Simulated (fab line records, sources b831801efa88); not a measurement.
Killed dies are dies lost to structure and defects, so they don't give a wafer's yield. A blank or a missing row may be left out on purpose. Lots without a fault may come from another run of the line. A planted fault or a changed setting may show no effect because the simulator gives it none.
fab line records | flow sky130
record lots=13 wafers=39 last_day=50
route steps=708 shown VT_ADJUST_LVTN@107 VT_ADJUST_NCORE@126 VT_ADJUST_HVTR@139 GATE_OXIDE@200 PAD_OPEN@708
lots that met no fault: from a run of the same line without faults
start_h: hours from the record's first day to the start of the lot's first wafer shown | wait_h: hours since the lot's step before | " the same as in the row above | L1.1+2: a row that stands for several wafers | - no value, or no start given | * or withheld: withheld | < > ~ a bound
route shown NAME@n: a module of which the file shows steps, and the number in the route of the first | usual: mean/standard deviation of fault-free wafers | same: alike in all rows | chamber/n: place in a boat | sites: the reading at each site | _std_site: their standard deviation | _edge_site: outer sites' mean less inner sites' | radius_mm: how far each site lies from the wafer's centre | mask NAME#n: copy n | behind: the tool/chamber that last shaped the wafer | hold: why the lot was held/for how many hours/how that ended | device: the transistor (n, p or np) that didn't switch | end of line: the same wafers' tests at the end of the route | a step without rows: its recipe alone | killed: dies lost to structure and defects at the first sort, not the wafer's yield | map: a wafer's dies, x killed, . not, _ none there
set.NAME: the setting as run; set.NAME@STEP: as run at that earlier step | model.NAME: the simulator's own value behind a step, which no gauge read
steps of the route over a sample of lots; a table a step, a row a wafer
services: from which hour (start_h, from the record's first day; less than 0 if before it) a tool's chamber was out of use, for how many hours, and why
## steps
# step SKY_VT_ADJUST_LVTN_TW_MEAS_10
# usual VT_ADJUST_LVTN_TW=241.2/1.7
# columns lot.wafer tool chamber start_h wait_h VT_ADJUST_LVTN_TW
L483.3 film_metro-02 - 153.90 0.1 240.8
L483.4 " - " " 239.3
L483.6 " - " " 242.5
L482.3 film_metro-02 - 154.25 0.1 242.1
L482.4 " - " " 241.3
L482.6 " - " " 241.2
L484.4 film_metro-01 - 161.66 0.1 243.8
L484.5 " - " " 242.0
L484.6 " - " " 244.1
L488.1 film_metro-02 - 194.38 0.1 242.2
L488.4 " - " " 241.8
L488.5 " - " " 242.7
L489.1 film_metro-04 - 198.57 0.1 240.3
L489.2 " - " " 240.2
L489.3 " - " " 240.4
L491.1 film_metro-04 - 210.57 0.1 240.3
L491.3 " - " " 241.0
L491.5 " - " " 239.6
L492.2 film_metro-01 - 217.78 0.1 243.1
L492.4 " - " " 242.2
L492.6 " - " " 242.2
L493.2 film_metro-01 - 221.13 0.1 243.4
L493.4 " - " " 242.2
L493.6 " - " " 243.1
L494.1 film_metro-04 - 228.33 0.1 239.2
L494.2 " - " " 240.1
L494.4 " - " " 239.3
L495.1 film_metro-04 - 238.58 0.1 241.2
L495.2 " - " " 240.0
L495.6 " - " " 240.7
L496.1 film_metro-04 - 240.97 0.1 241.3
L496.4 " - " " 240.8
L496.6 " - " " 240.6
L503.2 film_metro-01 - 288.09 0.1 246.7
L503.5 " - " " 244.3
L503.6 " - " " 245.1
L504.2 film_metro-04 - 291.39 0.1 242.5
L504.3 " - " " 241.9
L504.5 " - " " 242.6
# step SKY_VT_ADJUST_NCORE_CD_MEAS_07
# recipe target_cd_nm=380
# usual cd_nm=380.1/2.2
# columns lot.wafer tool chamber start_h wait_h cd_nm
L483.3 cd_sem-02 - 196.32 0.1 381.4
L483.4 " - " " 381.2
L483.6 " - " " 383.3
L482.3 cd_sem-01 - 196.62 0.1 380.2
L482.4 " - " " 379.5
L482.6 " - " " 384.6
L484.4 cd_sem-02 - 203.99 0.1 378.4
L484.5 " - " " 377.2
L484.6 " - " " 379.9
L488.1 cd_sem-01 - 240.03 0.1 378.7
L488.4 " - " " 381.0
L488.5 " - " " 380.4
L489.1 cd_sem-01 - 243.48 0.1 382.0
L489.2 " - " " 381.9
L489.3 " - " " 382.5
L491.1 cd_sem-02 - 256.03 0.1 380.4
L491.3 " - " " 381.4
L491.5 " - " " 379.6
L492.2 cd_sem-02 - 264.40 0.1 379.9
L492.4 " - " " 381.4
L492.6 " - " " 381.3
L493.2 cd_sem-02 - 267.51 0.1 381.2
L493.4 " - " " 377.5
L493.6 " - " " 378.4
L494.1 cd_sem-02 - 275.70 0.1 383.7
L494.2 " - " " 380.8
L494.4 " - " " 381.5
L495.1 cd_sem-02 - 285.70 0.1 379.8
L495.2 " - " " 381.1
L495.6 " - " " 378.8
L496.1 cd_sem-01 - 288.09 0.1 381.4
L496.4 " - " " 382.3
L496.6 " - " " 385.7
L503.2 cd_sem-01 - 339.85 0.1 377.3
L503.5 " - " " 378.2
L503.6 " - " " 380.5
L504.2 cd_sem-01 - 343.07 0.1 381.5
L504.3 " - " " 381.1
L504.5 " - " " 381.4
# step SKY_VT_ADJUST_HVTR_OVL_MEAS_08
# usual VT_ADJUST_HVTR_OVL=-0.2/1.3
# columns lot.wafer tool chamber start_h wait_h VT_ADJUST_HVTR_OVL[nm]
L483.3 overlay-02 - 218.51 0.1 -0.5
L483.4 " - " " -0.4
L483.6 " - " " 0.7
L482.3 overlay-01 - 218.94 0.1 -3.0
L482.4 " - " " -0.5
L482.6 " - " " -3.4
L484.4 overlay-02 - 227.23 0.1 -2.1
L484.5 " - " " 0.6
L484.6 " - " " -0.3
L488.1 overlay-02 - 264.02 0.1 -2.1
L488.4 " - " " -1.5
L488.5 " - " " -0.6
L489.1 overlay-02 - 267.23 0.1 -0.7
L489.2 " - " " 1.1
L489.3 " - " " 1.1
L491.1 overlay-01 - 279.55 0.1 0.3
L491.3 " - " " 0.2
L491.5 " - " " 0.6
L492.2 overlay-01 - 288.78 0.1 1.3
L492.4 " - " " 0.5
L492.6 " - " " -1.5
L493.2 overlay-01 - 291.82 0.1 2.6
L493.4 " - " " 1.5
L493.6 " - " " 0.9
L494.1 overlay-02 - 301.25 0.1 -0.1
L494.2 " - " " 0.0
L494.4 " - " " -1.4
L495.1 overlay-02 - 311.80 0.1 0.7
L495.2 " - " " 1.0
L495.6 " - " " 1.0
L496.1 overlay-02 - 314.26 0.1 -1.6
L496.4 " - " " 0.5
L496.6 " - " " 0.3
L503.2 overlay-01 - 368.61 0.1 -1.6
L503.5 " - " " -2.5
L503.6 " - " " -1.7
L504.2 overlay-02 - 371.18 0.1 -0.6
L504.3 " - " " -0.7
L504.5 " - " " -0.1
# step SKY_GATE_OXIDE_STRIP_13
# recipe chemistry=O2/N2 power_w=1400 pressure_mtorr=1500 platen_temp_c=withheld o2_flow_sccm=3000 n2_flow_sccm=300 overash_fraction=0.5
# usual drypump_motor_current_A=5.89/0.27 oes_product_au=0.716/0.0044 strip_time_to_endpoint_s=14.19/0.04
# columns lot.wafer tool chamber start_h wait_h drypump_motor_current_A oes_product_au rf_hours_counter_h strip_time_to_endpoint_s
L483.3 plasma_asher-02 1 329.66 0.0 5.74 0.726 - 14.26
L483.4 " 0 " " 6.00 0.712 - 14.25
L483.6 " 1 " " 5.73 0.719 - 14.25
L482.3 plasma_asher-02 1 329.96 0.0 5.74 0.710 - 14.23
L482.4 " 0 " " 6.01 0.715 - 14.21
L482.6 " 0 " " 5.99 0.713 - 14.20
L484.4 plasma_asher-01 0 334.63 0.0 6.25 0.714 - 14.23
L484.5 " 1 " " 5.85 0.717 - 14.26
L484.6 " 0 " " 6.25 0.716 - 14.28
L488.1 plasma_asher-01 0 378.01 0.0 6.24 0.716 71 14.16
L488.4 " 0 " " 6.24 0.716 - 14.17
L488.5 " 1 " " 5.89 0.713 - 14.17
L489.1 plasma_asher-04 0 384.68 0.0 5.56 0.722 67 14.20
L489.2 " 1 " " 5.19 0.715 67 14.21
L489.3 " 0 " " 5.60 0.720 - 14.23
L491.1 plasma_asher-02 0 396.08 0.0 5.99 0.728 60 14.24
L491.3 " 1 " " 5.73 0.721 - 14.24
L491.5 " 1 " " 5.72 0.710 - 14.21
L492.2 plasma_asher-01 0 404.29 0.0 6.24 0.716 74 14.20
L492.4 " 1 " " 5.89 0.719 - 14.16
L492.6 " 1 " " 5.91 0.717 - 14.22
L493.2 plasma_asher-02 1 408.69 0.0 5.72 0.717 61 14.11
L493.4 " 1 " " 5.72 0.718 - 14.14
L493.6 " 0 " " 6.04 0.710 - 14.12
L494.1 plasma_asher-02 1 423.68 0.0 5.73 0.939 62 -
L494.2 " 0 " " 6.03 0.950 62 -
L494.4 " 1 " " 5.72 0.943 - -
L495.1 plasma_asher-01 1 434.07 0.0 5.92 0.714 0 14.21
L495.2 " 0 " " 6.23 0.718 0 14.18
L495.6 " 0 " " 6.25 0.719 - 14.14
L496.1 plasma_asher-01 1 435.78 0.0 5.89 0.714 0 14.19
L496.4 " 0 " " 6.24 0.716 - 14.17
L496.6 " 0 " " 6.24 0.709 - 14.17
L503.2 plasma_asher-02 0 495.04 0.0 6.02 0.713 71 14.14
L503.5 " 1 " " 5.75 0.709 - 14.18
L503.6 " 0 " " 6.02 0.712 - 14.14
L504.2 plasma_asher-02 0 504.34 0.0 6.00 0.720 72 14.18
L504.3 " 0 " " 6.00 0.712 - 14.21
L504.5 " 0 " " 5.99 0.717 - 14.20
# step SKY_PAD_OPEN_PROBE_99
# usual killed_at_M0_to_M3=43/6.6 killed_at_M4_up=2.9/1.8 killed_at_contacts=25/5.3 killed_at_front_end=15/4.1 killed_at_other=0.3/0.6 killed_dies=86/8.8 killed_on_rim=17/3.5 killed_open=47/6.7 killed_short=39/6.2
# same gross_dies=492 killed_at_back_side=0
# columns lot.wafer tool chamber start_h wait_h killed_at_M0_to_M3 killed_at_M4_up killed_at_contacts killed_at_front_end killed_at_other killed_dies killed_on_rim killed_open killed_short
L494.1 prober-01 - 1154.46 0.1 42 5 28 417 0 492 96 50 37
L494.2 prober-01 - 1154.51 0.1 36 5 19 432 0 492 96 43 30
L494.4 prober-01 - 1154.61 0.2 49 6 25 408 4 492 96 46 52
L495.1 prober-02 - 1163.29 0.1 47 2 26 13 1 89 14 43 45
L495.2 prober-02 - 1163.34 0.1 38 3 27 18 2 88 10 49 38
L495.6 prober-02 - 1163.54 0.2 40 1 21 18 0 80 12 43 37
L496.1 prober-01 - 1169.16 0.1 44 3 18 12 1 78 16 41 33
L496.4 prober-01 - 1169.31 0.2 38 3 16 10 1 68 15 36 31
L496.6 prober-01 - 1169.41 0.2 50 3 23 10 0 86 12 36 50
# killed by level:class
L494.1 POLY_GATE:area_cvd=208 GATE_OXIDE:area_oxidation=197 LI_CONTACT:geometric_particle:open=13 CONTACT:geometric_particle:open=9 VIA1:geometric_particle:open=7 VIA2:geometric_particle:open=6 METAL1:geometric_particle:short=6 METAL2:geometric_particle:short=6
L494.2 GATE_OXIDE:area_oxidation=211 POLY_GATE:area_cvd=207 CONTACT:geometric_particle:open=6 VIA1:geometric_particle:open=6 VIA3:geometric_particle:open=6 LI_CONTACT:geometric_particle:open=5 VIA2:geometric_particle:open=5 POLY_GATE:geometric_particle:short=4
L494.4 POLY_GATE:area_cvd=211 GATE_OXIDE:area_oxidation=181 VIA2:geometric_particle:open=10 LI_CONTACT:geometric_particle:open=8 CONTACT:geometric_particle:open=8 METAL1:geometric_particle:short=8 FIELD_ISO:geometric_particle:short=7 VIA3:geometric_particle:open=6
L495.1 CONTACT:geometric_particle:open=11 VIA1:geometric_particle:short=9 VIA2:geometric_particle:open=8 VIA1:geometric_particle:open=7 POLY_GATE:geometric_particle:short=6 LI_CONTACT:geometric_particle:open=6 METAL2:geometric_particle:short=6 POLY_GATE:geometric_particle:open=5
L495.2 CONTACT:geometric_particle:open=12 POLY_GATE:geometric_particle:short=7 LI_CONTACT:geometric_particle:open=7 VIA3:geometric_particle:open=7 VIA1:geometric_particle:open=7 POLY_GATE:geometric_particle:open=6 METAL2:geometric_particle:short=5 VIA2:geometric_particle:short=5
L495.6 CONTACT:geometric_particle:open=10 VIA3:geometric_particle:open=8 VIA1:geometric_particle:open=7 VIA2:geometric_particle:open=6 FIELD_ISO:geometric_particle:short=5 VIA1:geometric_particle:short=5 POLY_GATE:geometric_particle:short=4 POLY_GATE:geometric_particle:open=4
L496.1 CONTACT:geometric_particle:open=10 VIA1:geometric_particle:open=9 VIA2:geometric_particle:open=8 METAL2:geometric_particle:short=6 FIELD_ISO:geometric_particle:open=5 CONTACT:geometric_particle:short=5 VIA3:geometric_particle:open=5 VIA3:geometric_particle:short=4
L496.4 VIA1:geometric_particle:open=7 VIA2:geometric_particle:open=7 LI_CONTACT:geometric_particle:open=6 CONTACT:geometric_particle:open=6 METAL2:geometric_particle:short=6 VIA2:geometric_particle:short=4 METAL3:geometric_particle:short=4 FIELD_ISO:geometric_particle:short=3
L496.6 VIA1:geometric_particle:short=9 METAL2:geometric_particle:short=9 VIA1:geometric_particle:open=8 LI_CONTACT:geometric_particle:open=7 CONTACT:geometric_particle:open=6 LOCAL_INTERCONNECT:geometric_particle:short=5 VIA2:geometric_particle:open=5 LI_CONTACT:geometric_particle:short=4
## services
# columns tool chamber start_h hours kind
plasma_asher-01 - 342.54 4.0 pm
plasma_asher-02 - 364.16 6.9 repair
plasma_asher-01 - 391.11 0.7 repair
plasma_asher-02 - 414.82 3.0 repair
plasma_asher-01 - 421.25 9.0 pm
plasma_asher-01 0 421.25 9.0 vent_cycle
plasma_asher-01 1 421.25 9.0 vent_cycle
plasma_asher-01 0 430.25 - clean
plasma_asher-01 1 430.25 - clean
plasma_asher-01 - 462.37 11.4 repair
## key
first_sign step=SKY_GATE_OXIDE_STRIP_13 reading=oes_product_au direction=up sigmas=52 usual=0.716 struck=0.944
effect step=SKY_PAD_OPEN_PROBE_99 reading=killed_at_front_end direction=up sigmas=99+ usual=15 struck=419
more_kills_born_at SKY_POLY_GATE_CVD_00@lpcvd-01=626 SKY_GATE_OXIDE_OXIDATION_16@furnace-01=589
met_at SKY_GATE_OXIDE_STRIP_13
struck_lots L494
later_rows_left_out L494.1,L494.2,L494.4
tester_left_out L494
not_acting_at SKY_VT_ADJUST_LVTN_TW_MEAS_10,SKY_VT_ADJUST_NCORE_CD_MEAS_07,SKY_VT_ADJUST_HVTR_OVL_MEAS_08
onset_between 408.69 423.68
fault kind=strip_aborted tool=plasma_asher-02 chamber=- onset_h=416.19 steps=SKY_GATE_OXIDE_STRIP_13 offset=0.57702 end_h=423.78
# tester_left_out: of these lots the tester's yield and bins aren't shown, on N5 and GAA mostly nor the transistor test; their killed dies are dies lost to structure and defects alone, not to doping, threshold or leakage, so they don't give the yield
# later_rows_left_out: the simulator's readings of these wafers behind a module that went badly wrong aren't trusted and aren't shown, but for the sort
